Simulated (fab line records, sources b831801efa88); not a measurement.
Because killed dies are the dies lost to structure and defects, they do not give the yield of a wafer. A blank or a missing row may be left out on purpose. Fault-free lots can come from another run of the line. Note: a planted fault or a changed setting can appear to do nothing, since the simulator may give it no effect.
The tool behind it: which one? -- flow gf180mcu -- 14 lots, 42 wafers sampled, at 6 steps of a route of 602

== WHAT THE GAUGES SHOWED, per wafer ==
GF_POLY_GATE_OVL_MEAS_11. Usual: POLY_GATE_OVL gives -1 nm (standard deviation 5).
lot,measured,on,POLY_GATE_OVL (nm),flag
L564,day 10 08:59,overlay-01,-2 0 -6,
L565,day 10 12:14,overlay-01,-8 -11 -3,
L566,day 10 16:14,overlay-01,-1 -5 -14,
L568,day 10 21:50,overlay-02,6 0 -1,
L569,day 11 10:40,overlay-01,-4 1 -11,
L577,day 13 22:44,overlay-02,8 -1 1,
L578,day 14 08:12,overlay-02,5 -5 -1,
L579,day 14 09:47,overlay-02,-2 9 2,
L580,day 14 16:21,overlay-02,5 3 0,
L581,day 15 02:14,overlay-02,1 -4 12,
L582,day 15 10:22,overlay-02,0 0 -4,
L583,day 15 16:15,overlay-02,5 5 6,
L584,day 15 22:34,overlay-02,6 -4 -8,
L585,day 16 04:05,overlay-02,11 -7 -8,

GF_HV_LDD_CD_MEAS_31: the cd target is 400 nm. Usual: 399.9 nm for cd nm, sd 2.7.
lot,measured,on,cd nm (nm),flag
L564,day 12 20:37,cd sem-02,398.2 398.9 398.2,
L565,day 12 23:34,cd sem-02,403.4 401.2 404.0,
L566,day 13 06:26,cd sem-01,- - -,OFF
L568,day 13 11:46,cd sem-02,- - -,OFF
L569,day 14 00:37,cd sem-02,- - -,OFF
L577,day 16 15:49,cd sem-02,402.7 403.0 399.6,
L578,day 17 02:57,cd sem-02,392.4 396.4 394.1,
L579,day 17 04:12,cd sem-02,398.6 399.7 399.7,
L580,day 17 12:20,cd sem-02,399.4 400.7 400.1,
L581,day 17 21:19,cd sem-01,398.1 398.0 397.8,
L582,day 18 06:45,cd sem-02,399.3 399.1 400.9,
L583,day 18 12:56,cd sem-01,403.9 403.5 399.4,
L584,day 18 19:12,cd sem-02,403.8 405.4 404.8,
L585,day 19 03:59,cd sem-02,401.5 401.2 402.1,

GF_HV_LDD_CD_MEAS_46: the cd target is 400 nm. Usual: 399.8 nm for cd nm, sd 2.9.
lot,measured,on,cd nm (nm),flag
L564,day 13 17:33,cd sem-02,399.9 398.4 400.9,
L565,day 13 20:37,cd sem-02,402.3 398.9 400.7,
L566,day 14 03:23,cd sem-01,398.7 399.4 399.8,
L568,day 14 08:25,cd sem-01,400.1 400.7 400.6,
L569,day 14 21:49,cd sem-01,404.3 404.2 404.0,
L577,day 17 14:37,cd sem-02,402.0 402.1 402.4,
L578,day 18 02:02,cd sem-02,400.6 399.6 399.6,
L579,day 18 02:57,cd sem-02,393.9 395.0 398.7,
L580,day 18 11:41,cd sem-01,397.7 398.9 398.2,
L581,day 18 20:24,cd sem-02,400.9 399.5 401.5,
L582,day 19 06:57,cd sem-02,400.0 398.7 399.7,
L583,day 19 12:08,cd sem-01,399.7 402.4 402.4,
L584,day 19 20:05,cd sem-01,405.6 405.5 405.2,
L585,day 20 04:59,cd sem-02,394.7 393.3 392.2,

GF_HV_LDD_OVL_MEAS_47. Usual: HV_LDD_03_OVL gives 0.3 nm (standard deviation 1.3).
lot,measured,on,HV_LDD_03_OVL (nm),flag
L564,day 13 17:40,overlay-02,0.0 -2.3 -0.5,
L565,day 13 20:44,overlay-02,2.3 0.2 2.1,
L566,day 14 03:30,overlay-02,1.3 -0.6 0.7,
L568,day 14 08:32,overlay-02,-0.3 2.5 1.6,
L569,day 14 21:55,overlay-02,-0.2 0.6 0.2,
L577,day 17 14:43,overlay-01,0.2 -0.5 0.2,
L578,day 18 02:10,overlay-01,-1.1 0.1 0.5,
L579,day 18 03:03,overlay-01,-1.0 -2.3 0.0,
L580,day 18 11:48,overlay-02,0.9 0.2 1.5,
L581,day 18 20:29,overlay-02,1.7 1.0 2.1,
L582,day 19 07:03,overlay-02,-0.1 0.5 -1.8,
L583,day 19 12:16,overlay-02,0.7 2.1 -0.1,
L584,day 19 20:13,overlay-02,0.2 0.1 -1.1,
L585,day 20 05:06,overlay-01,0.3 0.4 -1.1,

GF_HV_LDD_TW_MEAS_50. Usual: HV_LDD_4_TW gives 576 (standard deviation 5.1).
lot,measured,on,HV_LDD_4_TW,flag
L564,day 13 17:57,film metro-01,571 568 571,
L565,day 13 21:01,film metro-04,575 580 577,
L566,day 14 03:47,film metro-04,1490 1483 1490,OFF
L568,day 14 08:49,film metro-01,1467 1459 1466,OFF
L569,day 14 22:13,film metro-04,1477 1480 1477,OFF
L577,day 17 15:01,film metro-04,580 583 582,
L578,day 18 02:27,film metro-03,576 578 577,
L579,day 18 03:20,film metro-01,567 571 566,
L580,day 18 12:05,film metro-01,566 568 568,
L581,day 18 20:46,film metro-04,578 577 579,
L582,day 19 07:20,film metro-03,576 577 576,
L583,day 19 12:32,film metro-01,569 574 570,
L584,day 19 20:29,film metro-03,578 578 576,
L585,day 20 05:23,film metro-01,568 564 567,

== WHICH TOOL RAN EACH LOT (tool, then ch and the chambers of the sampled wafers, then the start) ==
lot,GF_HV_LDD_COAT_26
L564,"litho track-01 ch 0, day 12 10:52"
L565,"litho track-03 ch 0, day 12 13:17"
L566,"litho track-01, day 12 20:11"
L568,"litho track-01, day 13 01:47"
L569,"litho track-03, day 13 13:32"
L577,"litho track-01 ch 0, day 16 04:42"
L578,"litho track-03 ch 0, day 16 16:05"
L579,"litho track-04 ch 0, day 16 17:02"
L580,"litho track-04 ch 0, day 17 00:45"
L581,"litho track-01 ch 0, day 17 09:03"
L582,"litho track-03 ch 0, day 17 19:55"
L583,"litho track-04 ch 0, day 18 01:48"
L584,"litho track-04 ch 0, day 18 07:21"
L585,"litho track-04 ch 0, day 18 16:09"
- GF_HV_LDD_COAT_26: resist thk 1000 nm.

== WHAT THE TOOLS THEMSELVES READ (means of the sampled wafers that have a number; where no wafer has one, the mark that the record gives instead) ==
GF_HV_LDD_COAT_26. Usual: chill plate temp C 22.98 C, standard deviation 0.095; dispense pressure kPa 52 kPa, standard deviation 6.2.
lot,tool,chill plate temp C (C),dispense pressure kPa (kPa),flag
L564,litho track-01,22.98,44,
L565,litho track-03,23.12,57,
L566,litho track-01,-,-,OFF
L568,litho track-01,-,-,OFF
L569,litho track-03,-,-,OFF
L577,litho track-01,23.05,44,
L578,litho track-03,22.82,57,
L579,litho track-04,22.98,56,
L580,litho track-04,23.08,56,
L581,litho track-01,22.93,44,
L582,litho track-03,22.98,57,
L583,litho track-04,22.92,56,
L584,litho track-04,22.99,56,
L585,litho track-04,23.03,56,

== THE ANSWER, worked out from the rows above alone ==
Rule: lot off if the mean of its wafers having a number is beyond 3 standard deviations from the usual mean. A lot without any number at a reading at which 4 lots or more have one is off too. All remaining lots with rows at the step are treated as sound. Order of review: gauges by route order, followed by the tools' own readings, for which a lot's mean as printed above is used. At the first step where some lot is off, the reading lying furthest off is the one used; lots without a number count as furthest.
Off: L566, L568, L569 (GF_HV_LDD_CD_MEAS_31, cd nm). Without a number there: L566, L568, L569.
A tool fits if, at a process step before that reading, it ran every lot that is off, and no sound lot after the first of them. Not tried: the gauges at GF_HV_LDD_CD_MEAS_31; whatever is off there is also off at GF_HV_LDD_TW_MEAS_50, on other tools, and gauge error can't account for it. None of those tried fits.

== WHAT THE SIMULATOR PUT IN ==
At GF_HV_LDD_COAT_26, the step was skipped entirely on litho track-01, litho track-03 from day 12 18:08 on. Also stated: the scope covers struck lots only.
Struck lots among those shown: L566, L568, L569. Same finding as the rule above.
